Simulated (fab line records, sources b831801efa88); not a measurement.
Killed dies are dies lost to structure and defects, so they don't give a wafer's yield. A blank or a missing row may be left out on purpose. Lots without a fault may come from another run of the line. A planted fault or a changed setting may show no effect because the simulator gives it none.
One fault seen from 2 desks | flow gf180mcu | each desk has only its own numbers; what lay behind them comes last

THE TOOL OWNER'S DESK: cvd_w-02
The tool's own readings at GF_V4_CVD_23 (deposits W, target thk 350 nm, time 104.9 s): means of the sampled wafers that have a number, for each lot that ran on this tool. A lot is out of limits, marked OUT, if its mean lies more than 4 standard deviations from the usual mean; the brackets give that distance.
Columns: A = heater_power_w at GF_V4_CVD_23, usual 852 W
lot  | first seen here | A
L726 | day 24 06:22    | 886
L728 | day 25 03:41    | 888
L731 | day 26 04:05    | 896
L733 | day 26 15:43    | 892
L734 | day 27 02:53    | 880
L735 | day 27 13:08    | 886
L737 | day 28 00:16    | 899
L739 | day 28 22:43    | 885
L740 | day 29 01:34    | 919
L741 | day 29 10:58    | 879
This desk's finding: nothing out of limits on any of the 10 lots.

THE METROLOGY DESK
What the gauges read, lot by lot, whatever tool the lot ran on: means of the sampled wafers that have a number. A lot is out of limits, marked OUT, if its mean lies more than 4 standard deviations from the usual mean; the brackets give that distance.
Columns: A = V4_CVD_00_THK at GF_V4_THK_MEAS_01, usual 600 nm; B = V4_W_RS at GF_V4_RS_MEAS_24, usual 0.326 ohm/sq; C = V4_W_THK at GF_V4_THK_MEAS_25, usual 357 nm; D = cd_nm at GF_M5_CD_MEAS_07, usual 280.0 nm
lot  | first seen here | A   | B               | C              | D
L726 | day 23 05:38    | 599 | 0.331           | 350            | 280.4
L728 | day 24 04:17    | 611 | 0.328           | 357            | 279.6
L729 | day 24 07:41    | 599 | 0.326           | 360            | 278.0
L731 | day 25 05:13    | 602 | 0.333           | 354            | 277.7
L733 | day 25 17:31    | 593 | 0.326           | 361            | 281.9
L734 | day 26 05:26    | 597 | 0.324           | 360            | 279.3
L735 | day 26 15:01    | 601 | 0.332           | 355            | 279.5
L737 | day 27 02:11    | 601 | 0.328           | 355            | 279.5
L739 | day 28 01:40    | 596 | 0.403 (+16) OUT | 308 (-8.6) OUT | 279.8
L740 | day 28 03:53    | 597 | 0.403 (+16) OUT | 306 (-9.0) OUT | 280.6
L741 | day 28 13:27    | 600 | 0.436 (+23) OUT | 283 (-13) OUT  | 279.5
L749 | day 30 16:14    | 600 | 0.319           | 360            | 279.8
This desk's finding: out of limits on L739, L740, L741; first on L739, day 28 22:49 (V4_W_RS at GF_V4_RS_MEAS_24). In limits: L726, L728, L729, L731, L733, L734, L735, L737, L749.

PUT TOGETHER
The metrology desk could have raised an alarm at day 28 22:49, on L739, L740, L741.
The tool owner's desk saw nothing out of limits.
The tool owner's desk has L739, L740, L741 on record, within its limits.
Of the lots named, all ran GF_V4_CVD_23 on cvd_w-02.

WHAT THE SIMULATOR HAD PUT IN
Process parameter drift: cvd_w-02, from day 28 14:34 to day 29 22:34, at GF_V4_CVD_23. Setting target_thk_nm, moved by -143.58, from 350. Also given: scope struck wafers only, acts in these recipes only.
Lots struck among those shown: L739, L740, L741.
Hours from the fault's start to each desk's first reading out of limits: the metrology desk, 8.
